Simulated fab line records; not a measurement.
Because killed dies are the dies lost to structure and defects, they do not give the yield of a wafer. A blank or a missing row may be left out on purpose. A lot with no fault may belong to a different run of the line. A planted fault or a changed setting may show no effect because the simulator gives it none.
What tool caused it? ; flow gf180mcu ; Sampling: 13 lots, 38 wafers, 3 of 602 route steps

## WHAT EACH GAUGE READ, for each wafer
GF_VT_IMPLANT_RS_MEAS_46: the measuring method here is four-point-probe. Usual: MVSD_RS gives 448.7 ohm/sq (standard deviation 1.2).
lot;measured;on;MVSD_RS (ohm/sq);flag
L783;day 7 12:29;film-metro-01;450.7 449.6;
L784;day 7 20:10;film-metro-03;448.8 449.7 447.8;
L786;day 8 05:31;film-metro-01;449.3 448.8 450.2;
L789;day 9 05:01;film-metro-04;446.5 447.1 446.5;
L794;day 10 19:19;film-metro-01;449.7 448.8 448.6;
L795;day 11 03:29;film-metro-03;448.4 449.6 449.3;
L796;day 11 06:34;film-metro-03;449.8 450.6 449.3;
L797;day 11 13:05;film-metro-03;448.4 448.6 448.5;
L799;day 12 03:06;film-metro-03;450.2 449.0 449.5;
L800;day 12 07:44;film-metro-03;448.3 448.1 449.8;
L801;day 12 12:18;film-metro-04;447.3 448.9 449.2;
L804;day 13 15:41;film-metro-03;446.7 445.1 446.1;
L805;day 13 23:05;film-metro-04;448.3 449.1 448.0;

GF_POLY_GATE_CD_MEAS_18. Usual: cd-nm 280.4 nm, standard deviation 2.2.
lot;measured;on;cd-nm (nm);flag
L783;day 9 05:14;cd-sem-02;281.7 282.9;
L784;day 9 12:08;cd-sem-02;280.8 280.3 280.7;
L786;day 9 22:26;cd-sem-01;279.3 284.8 278.1;
L789;day 10 23:44;cd-sem-01;276.7 278.6 277.6;
L794;day 12 16:20;cd-sem-02;279.2 281.1 278.3;
L795;day 13 00:55;cd-sem-01;281.4 279.8 280.3;
L796;day 13 03:53;cd-sem-01;283.8 280.5 281.6;
L797;day 13 11:01;cd-sem-02;281.0 279.2 278.7;
L799;day 14 02:17;cd-sem-02;285.9 282.3 282.1;
L800;day 14 07:42;cd-sem-01;279.9 283.2 281.2;
L801;day 14 12:31;cd-sem-02;278.0 280.4 281.5;
L804;day 15 22:10;cd-sem-02;278.4 279.8 281.7;
L805;day 16 08:55;cd-sem-01;283.7 284.1 284.3;

## WHAT TOOL EACH LOT RAN ON (gives the tool, then ch and the chambers of the sampled wafers, and finally the start)
lot;GF_VT_IMPLANT_RTA_45
L783;rtp-anneal-02 ch 0, day 7 12:23
L784;rtp-anneal-01 ch 0, day 7 20:04
L786;rtp-anneal-02 ch 0, day 8 05:25
L789;rtp-anneal-01 ch 0, day 9 04:55
L794;rtp-anneal-01 ch 0, day 10 19:13
L795;rtp-anneal-01 ch 0, day 11 03:23
L796;rtp-anneal-02 ch 0, day 11 06:28
L797;rtp-anneal-01 ch 0, day 11 12:58
L799;rtp-anneal-01 ch 0, day 12 02:59
L800;rtp-anneal-02 ch 0, day 12 07:37
L801;rtp-anneal-01 ch 0, day 12 12:12
L804;rtp-anneal-01 ch 0, day 13 15:35
L805;rtp-anneal-02 ch 0, day 13 22:59
- GF_VT_IMPLANT_RTA_45: time 30 s.

## AS READ BY THE TOOLS THEMSELVES (means over the sampled wafers that have a number; for cases with no such wafer, the mark the record gives instead)
GF_VT_IMPLANT_RTA_45. Usual: lamp-power-pct 39.3 %, standard deviation 2.5; wafer_temp_C_max 1055.6, standard deviation 1.4.
lot;tool;lamp-power-pct (%);wafer_temp_C_max;flag
L783;rtp-anneal-02;36.6;1055.5;
L784;rtp-anneal-01;41.6;1055.3;
L786;rtp-anneal-02;36.6;1057.1;
L789;rtp-anneal-01;41.6;1054.5;
L794;rtp-anneal-01;41.5;1055.5;
L795;rtp-anneal-01;41.6;1054.4;
L796;rtp-anneal-02;36.5;1056.3;
L797;rtp-anneal-01;41.6;1055.5;
L799;rtp-anneal-01;41.6;1054.6;
L800;rtp-anneal-02;36.5;1057.2;
L801;rtp-anneal-01;41.6;1054.7;
L804;rtp-anneal-01;41.6;1054.0;
L805;rtp-anneal-02;36.5;1055.9;

## THE ANSWER, worked out from the rows above alone
Rule: a lot counts as off when the mean over its wafers that have a number is more than 3 standard deviations away from the usual mean. Also off: a lot with no number at a reading for which 4 or more lots have one. Any other lot the step has rows for is counted as sound. First the gauges in route order, then the tools' own readings, where a lot's mean is used as printed above. At the first step where some lot is off, the reading lying furthest off is the one used; lots without a number count as furthest.
Nothing can be told from this: no lot is off at any reading shown.

## WHAT HAD BEEN PUT IN BY THE SIMULATOR
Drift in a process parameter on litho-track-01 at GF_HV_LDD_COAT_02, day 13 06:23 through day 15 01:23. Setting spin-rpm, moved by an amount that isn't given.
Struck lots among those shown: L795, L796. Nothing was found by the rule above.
